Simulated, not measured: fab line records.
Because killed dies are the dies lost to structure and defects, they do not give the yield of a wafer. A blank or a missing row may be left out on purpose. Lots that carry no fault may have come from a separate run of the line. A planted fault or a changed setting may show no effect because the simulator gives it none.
Struck lot and sound lot, side by side | flow sky130 | 16 steps out of a route of 708
Sound: wafers L999.2, L999.3, L999.6. Wafers L108.1, L108.4, L108.6 were the ones struck. The cause comes at the end.
At each step with rows: each side's tool, then ch and its chambers, then its first start. Under that, the readings that differ: sound wafers | struck wafers | difference of the means | sigmas: that difference in standard deviations of wafers without a fault.
alike: readings with means less than 2 such deviations apart, plus words and numbers identical on both sides. not compared: withheld readings, readings lacking a value on some wafer, bounds such as >300 that could conceal the same value, and numbers that have no deviation in the record and whose values overlap.
A row with sigmas, a row that says differs or no value, or rows on one side alone: a step with any of these is where the two part. Numbers that have no deviation but don't overlap get no sigmas and don't part them. A reading missing from all wafers of one side parts the sides only when that side holds two or more wafers.

SKY_NWELL_RS_MEAS_29: the measuring method here is four-point-probe.
  struck on film_metro-04, day 8 04:19; sound on film_metro-03, day 5 21:11
  alike: NWELL_RS
SKY_NWELL_RS_MEAS_31: the measuring method here is four-point-probe.
  struck on film_metro-04, day 8 04:33; sound on film_metro-03, day 5 21:25
  alike: PWDE_RS
then, 7 steps without rows for these wafers: SKY_VT_ADJUST_HVTP_DEHYDRATE_00 (time 60 s); SKY_VT_ADJUST_HVTP_HMDS_01 (prime time 60 s); SKY_VT_ADJUST_HVTP_COAT_02 (resist thk 1140 nm); SKY_VT_ADJUST_HVTP_SOFTBAKE_03 (time 60 s); SKY_VT_ADJUST_HVTP_EXPOSE_04 (exposes mask HVTPM, target cd 380 nm); SKY_VT_ADJUST_HVTP_PEB_05; SKY_VT_ADJUST_HVTP_DEVELOP_06 (develop time 60 s).
SKY_VT_ADJUST_HVTP_CD_MEAS_07: target cd 380 nm.
  struck on cd_sem-01, day 9 01:20; sound on cd_sem-01, day 6 15:39
  alike: cd_nm
SKY_VT_ADJUST_HVTP_OVL_MEAS_08:
  struck on overlay-02, day 9 01:27; sound on overlay-01, day 6 15:46
  alike: VT_ADJUST_HVTP_OVL
SKY_VT_ADJUST_HVTP_IMPLANT_09:
  sound on implanter-02 ch 0, day 6 15:49; struck on implanter-03 ch 0, day 9 01:29
  reading            | sound                         | struck                        | difference | sigmas
  dose_ions_cm2      | 4.302e+12 4.297e+12 4.297e+12 | 1.549e+12 1.547e+12 1.541e+12 | -2.753e+12 | -99 or more
  faraday_current_uA | 24.0 23.6 24.1                | 8.3 8.7 8.7                   | -15.3      | -31
SKY_VT_ADJUST_HVTP_STRIP_10: strips in O2/N2.
  sound on plasma_asher-02 ch 0,1, day 6 15:56; struck on plasma_asher-02 ch 0,1, day 9 01:38
  reading                        | sound                | struck               | difference | sigmas
  chamber_pressure_mTorr (mTorr) | 1502.4 1503.9 1499.8 | 1499.4 1499.9 1499.1 | -2.6       | -2
  alike: drypump_motor_current_A, oes_product_au, strip_time_to_endpoint_s
  not compared: rf_hours_counter_h
SKY_VT_ADJUST_HVTP_TW_MEAS_11:
  struck on film_metro-03, day 9 01:44; sound on film_metro-04, day 6 16:03
  reading           | sound          | struck      | difference | sigmas
  VT_ADJUST_HVTP_TW | 1363 1352 1358 | 974 976 973 | -383       | -32
then, 1 step without rows for these wafers: SKY_VT_ADJUST_LVTN_DEHYDRATE_00 (time 60 s).
-- here the record skips 40 days between the struck wafers' starts before and after, leaving off in module VT_ADJUST_LVTN and picking up in module PAD_OPEN (first step shown: number 708 of the route) --
SKY_PAD_OPEN_PROBE_99:
  struck on prober-01, day 48 16:46; sound on prober-01, day 46 08:16
  alike: killed_at_M0_to_M3, killed_at_M4_up, killed_at_contacts, killed_at_front_end, killed_at_other, killed_dies, killed_open, killed_short

== WHERE THEY PART ==
Earliest at SKY_VT_ADJUST_HVTP_IMPLANT_09; latest, in this record, at SKY_VT_ADJUST_HVTP_TW_MEAS_11. Later steps at which nothing parts them and some readings are alike: SKY_PAD_OPEN_PROBE_99.

WHY: whatever the simulator had introduced
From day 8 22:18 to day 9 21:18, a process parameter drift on implanter-03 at SKY_VT_ADJUST_HVTP_IMPLANT_09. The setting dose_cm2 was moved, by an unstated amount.
